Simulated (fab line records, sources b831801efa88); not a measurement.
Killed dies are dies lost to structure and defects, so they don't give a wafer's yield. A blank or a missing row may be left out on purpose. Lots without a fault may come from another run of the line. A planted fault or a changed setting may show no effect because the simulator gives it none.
Which tool did it? | flow sky130 | 15 lots, 45 wafers sampled, at 2 steps of a route of 708

WHAT THE GAUGES READ, wafer by wafer
SKY_LOCAL_INTERCONNECT_OVL_MEAS_12. Usual: LOCAL_INTERCONNECT_OVL 0 nm, standard deviation 6.
lot  | measured     | on         | LOCAL_INTERCONNECT_OVL (nm) | flag
L162 | day 30 18:25 | overlay-01 | -11 -3 -5                   |
L163 | day 31 00:22 | overlay-02 | -9 -9 -4                    |
L165 | day 31 09:55 | overlay-01 | -1 -4 3                     |
L168 | day 33 03:23 | overlay-02 | -12 -4 -17                  |
L173 | day 34 14:34 | overlay-02 | 1 2 1                       |
L175 | day 35 04:11 | overlay-01 | 12 8 9                      |
L177 | day 36 00:58 | overlay-02 | 4 6 1                       |
L178 | day 36 10:58 | overlay-02 | 2 2 3                       |
L182 | day 36 23:40 | overlay-01 | 3 -4 2                      |
L181 | day 37 00:43 | overlay-02 | 6 10 2                      |
L183 | day 37 09:11 | overlay-01 | 6 12 7                      |
L184 | day 37 14:19 | overlay-02 | -6 -14 -2                   |

WHICH TOOL RAN EACH LOT (tool, then ch and the chambers of the sampled wafers, then the start)
lot  | SKY_POLY_CUT_PEB_06
L162 | litho_track-01 ch 0, day 24 15:00
L163 | litho_track-03 ch 0, day 24 23:00
L165 | litho_track-04 ch 0, day 25 08:00
L168 | litho_track-04 ch 0, day 27 06:00
L169 | litho_track-03, day 28 02:00
L170 | litho_track-03, day 28 07:00
L172 | litho_track-04, day 28 13:00
L173 | litho_track-04 ch 0, day 28 20:00
L175 | litho_track-03 ch 0, day 29 09:00
L177 | litho_track-01 ch 0, day 30 05:00
L178 | litho_track-01 ch 0, day 30 15:00
L182 | litho_track-04 ch 0, day 31 07:00
L181 | litho_track-04 ch 0, day 31 09:00
L183 | litho_track-03 ch 0, day 31 18:00
L184 | litho_track-01 ch 0, day 31 20:00
- SKY_POLY_CUT_PEB_06

WHAT THE TOOLS THEMSELVES READ (means of the sampled wafers that have a number; where no wafer has one, the mark that the record gives instead)
SKY_POLY_CUT_PEB_06. Usual: exhaust_pa 44.9 Pa, standard deviation 0.84.
lot  | tool           | exhaust_pa (Pa) | flag
L162 | litho_track-01 | 44.1            |
L163 | litho_track-03 | 45.3            |
L165 | litho_track-04 | 45.6            |
L168 | litho_track-04 | 45.6            |
L169 | litho_track-03 | -               | OFF
L170 | litho_track-03 | -               | OFF
L172 | litho_track-04 | -               | OFF
L173 | litho_track-04 | 45.2            |
L175 | litho_track-03 | 44.4            |
L177 | litho_track-01 | 45.5            |
L178 | litho_track-01 | 45.1            |
L182 | litho_track-04 | 45.9            |
L181 | litho_track-04 | 44.5            |
L183 | litho_track-03 | 44.4            |
L184 | litho_track-01 | 44.2            |

THE ANSWER, worked out from the rows above alone
Rule: a lot is off if the mean of its wafers that have a number lies more than 3 standard deviations from the usual mean. A lot without any number at a reading at which 4 lots or more have one is off too. The other lots that the step has rows for count as sound. The gauges are gone through in route order, then the tools' own readings, and for those a lot's mean is taken as printed above. The first step at which some lot is off is used, and at that step the reading that is off furthest; a lot without a number counts as furthest.
Off: L169, L170, L172, at SKY_POLY_CUT_PEB_06 (exhaust_pa). Without a number there: L169, L170, L172.
A tool fits if, at that step or a process step before it, it ran every lot that is off, and no sound lot after the first of them. None of those tried fits.

WHAT THE SIMULATOR HAD PUT IN
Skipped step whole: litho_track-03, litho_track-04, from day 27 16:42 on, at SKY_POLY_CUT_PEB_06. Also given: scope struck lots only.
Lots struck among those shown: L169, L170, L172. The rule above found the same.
